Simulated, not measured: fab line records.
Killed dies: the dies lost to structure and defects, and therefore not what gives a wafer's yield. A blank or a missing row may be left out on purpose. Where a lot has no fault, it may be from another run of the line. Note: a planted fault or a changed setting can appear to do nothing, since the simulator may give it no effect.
Check for tools in common    flow gf180mcu    Lots sampled 13, wafers sampled 39

## REASON IT WAS OPENED
At GF_MVPSD_TW_MEAS_11 the reading MVPSD_TW is flagged on 1 of 13 lots. Wafers without a fault read 557, standard deviation 7.3.
Rule: a lot is flagged when every wafer of it that has a number lies more than 4 standard deviations from that mean, or none has a number. The other lots count as sound.

lot   measured      on             MVPSD_TW, wafer by wafer  flag
L134  day 5 06:19   film_metro-01  550 546 550               
L135  day 5 14:25   film_metro-03  566 568 565               
L136  day 5 19:25   film_metro-01  548 548 550               
L137  day 6 00:07   film_metro-03  571 567 568               
L138  day 6 09:45   film_metro-03  564 565 566               
L139  day 6 14:36   film_metro-01  551 553 550               
L141  day 7 02:05   film_metro-04  550 552 553               
L143  day 7 13:40   film_metro-03  562 561 557               
L144  day 7 18:38   film_metro-03  562 563 566               
L148  day 8 20:48   film_metro-03  31 31 31                  FLAGGED
L153  day 10 00:57  film_metro-01  552 549 549               
L155  day 10 11:50  film_metro-04  553 549 554               
L156  day 10 17:55  film_metro-03  566 564 563               
Average over the flagged lots: 31; offset from the usual -526, equal to -72 standard deviations.

## TOOL THAT RAN EACH LOT
Before the reading, the record contains 2 process steps out of a 602-step route. Read each cell as the tool, then ch plus the chambers that the sampled wafers visited, then the start.
lot   flag     GF_STI_ETCH_13                     GF_MVPSD_EXPOSE_04
L134           rie_diel-04 ch 1,2, day 2 06:45    iline_stepper-02 ch 0, day 4 23:03
L135           rie_diel-03 ch 0,1,2, day 2 12:21  iline_stepper-01 ch 0, day 5 06:47
L136           rie_diel-03 ch 0,3, day 2 18:09    iline_stepper-01 ch 0, day 5 11:57
L137           rie_diel-03 ch 1,3, day 2 22:33    iline_stepper-02 ch 0, day 5 16:51
L138           rie_diel-03 ch 0,3, day 3 03:30    iline_stepper-02 ch 0, day 6 01:47
L139           rie_diel-04 ch 2,3, day 3 08:52    iline_stepper-01 ch 0, day 6 06:56
L141           rie_diel-03 ch 0,2,3, day 3 19:36  iline_stepper-02 ch 0, day 6 18:02
L143           rie_diel-04 ch 1,3, day 4 05:42    iline_stepper-01 ch 0, day 7 05:31
L144           rie_diel-04 ch 0,1,3, day 4 10:21  iline_stepper-01 ch 0, day 7 10:44
L148  FLAGGED  rie_diel-04 ch 0,3, day 5 06:55    iline_stepper-01 ch 0, day 8 12:01
L153           rie_diel-03 ch 0,3, day 6 10:09    iline_stepper-01 ch 0, day 9 16:14
L155           rie_diel-04 ch 2,3, day 6 19:10    iline_stepper-02 ch 0, day 10 02:37
L156           rie_diel-04 ch 0,1,2, day 6 23:33  iline_stepper-01 ch 0, day 10 09:19
What is done by these steps:
- GF_STI_ETCH_13: etches the open film in CHF3/O2, stops on Si, target depth 282.31 nm, time 112.9 s.
- GF_MVPSD_EXPOSE_04: exposes mask MVPSD, target cd 1000 nm.
- GF_MVPSD_TW_MEAS_11

## FLAGGED OVER TOTAL, TOOL BY TOOL (the gauges that took the reading come last)
step                 tool              lots run  flagged  share of the flagged lots  sound lots run after its first flagged lot
GF_STI_ETCH_13       rie_diel-03       6         0        none                       -
GF_STI_ETCH_13       rie_diel-04       7         1        all                        2 (L155,L156)
GF_MVPSD_EXPOSE_04   iline_stepper-01  8         1        all                        2 (L153,L156)
GF_MVPSD_EXPOSE_04   iline_stepper-02  5         0        none                       -
GF_MVPSD_TW_MEAS_11  film_metro-01     4         0        none                       -
GF_MVPSD_TW_MEAS_11  film_metro-03     7         1        all                        1 (L156)
GF_MVPSD_TW_MEAS_11  film_metro-04     2         0        none                       -

## THE TABLE: WHAT IT ALLOWS
rie_diel-04 at GF_STI_ETCH_13, iline_stepper-01 at GF_MVPSD_EXPOSE_04 and film_metro-03 at GF_MVPSD_TW_MEAS_11: these 3 rows of the table ran every flagged lot.
- rie_diel-04 at GF_STI_ETCH_13: 1 of its 7 lots flagged. Lots that were sound ran on it after the first flagged one (L155, L156); a persistent fault on the entire tool would not allow that.
- iline_stepper-01 at GF_MVPSD_EXPOSE_04: 1 of its 8 lots flagged. Lots that were sound ran on it after the first flagged one (L153, L156); a persistent fault on the entire tool would not allow that.
- film_metro-03 at GF_MVPSD_TW_MEAS_11: 1 of its 7 lots flagged. Lots that were sound ran on it after the first flagged one (L156); a persistent fault on the entire tool would not allow that.
Not one row of the table ran every flagged lot while running no sound lot after the first.

## WHAT HAD BEEN PUT IN BY THE SIMULATOR
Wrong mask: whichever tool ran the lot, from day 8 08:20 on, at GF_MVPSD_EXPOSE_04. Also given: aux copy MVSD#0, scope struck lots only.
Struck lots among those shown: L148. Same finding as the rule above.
